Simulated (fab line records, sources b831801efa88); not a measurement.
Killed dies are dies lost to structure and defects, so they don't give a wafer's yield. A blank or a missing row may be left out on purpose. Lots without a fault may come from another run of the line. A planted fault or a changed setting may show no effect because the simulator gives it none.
Which tool did it? | flow gf180mcu | 6 lots, 18 wafers sampled, at 3 steps of a route of 602

WHAT THE GAUGES READ, wafer by wafer
GF_V2_CD_MEAS_14: target cd 260 nm.
lot  | measured     | on        | cd_nm (nm)
L408 | day 20 19:56 | cd_sem-01 | 259.0 259.4 258.7
L410 | day 21 07:28 | cd_sem-02 | 264.3 264.6 263.6
L414 | day 23 07:31 | cd_sem-02 | 258.5 258.0 257.6
L423 | day 26 00:31 | cd_sem-01 | 240.3 241.3 241.2
L428 | day 27 17:04 | cd_sem-01 | 259.2 259.7 259.1
L429 | day 28 14:07 | cd_sem-02 | 262.8 261.4 262.6

WHICH TOOL RAN EACH LOT (tool, then ch and the chambers of the sampled wafers, then the start)
lot  | GF_M2_SPUTTER_03             | GF_V2_EXPOSE_11
L408 | pvd_sputter-03, day 18 18:05 | krf_scanner-01 ch 0, day 20 07:56
L410 | pvd_sputter-01, day 19 06:40 | krf_scanner-01 ch 0, day 20 20:25
L414 | pvd_sputter-03, day 21 08:27 | krf_scanner-01 ch 0, day 22 20:49
L423 | pvd_sputter-02, day 24 03:58 | krf_scanner-01 ch 0, day 25 13:44
L428 | pvd_sputter-03, day 25 22:52 | krf_scanner-02 ch 0, day 27 07:10
L429 | pvd_sputter-02, day 26 19:32 | krf_scanner-02 ch 0, day 28 03:26
- GF_M2_SPUTTER_03: material Ti, target thk 10 nm, time 6.7 s.
- GF_V2_EXPOSE_11: exposes mask Via2, target cd 260 nm.

THE ANSWER, worked out from the rows above alone
Rule: what is usual is taken from the lots themselves. Put in order of their means at a reading, lots are off if they are a third of the lots or fewer, leave a main group of 4 or more, and stand apart from it by a gap of 3 or more times the standard deviation of the main group's means; of several such gaps the widest counts. A main group whose means are all the same, to the digits that the tables above print for the reading, isn't used. A lot without any number at a reading at which 4 lots or more have one is off too. The other lots that the step has rows for count as sound.
Off: L423, at GF_V2_CD_MEAS_14 (cd_nm). The main group: mean 260.6 nm, standard deviation 2.3.
A tool fits if, at a process step before that reading, it ran every lot that is off, and no sound lot after the first of them. The gauges at GF_V2_CD_MEAS_14 are tried like those tools. One fits: krf_scanner-01 at GF_V2_EXPOSE_11. Its last sound lot is L414 (day 22 20:49), its first lot that is off L423 (day 25 13:44): a fault that began between those two fits.

WHAT THE SIMULATOR HAD PUT IN
Process parameter drift: krf_scanner-01, from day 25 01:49 on, at GF_V2_EXPOSE_11. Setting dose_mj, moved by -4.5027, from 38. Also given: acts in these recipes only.
Lots struck among those shown: L423. The rule above found the same.
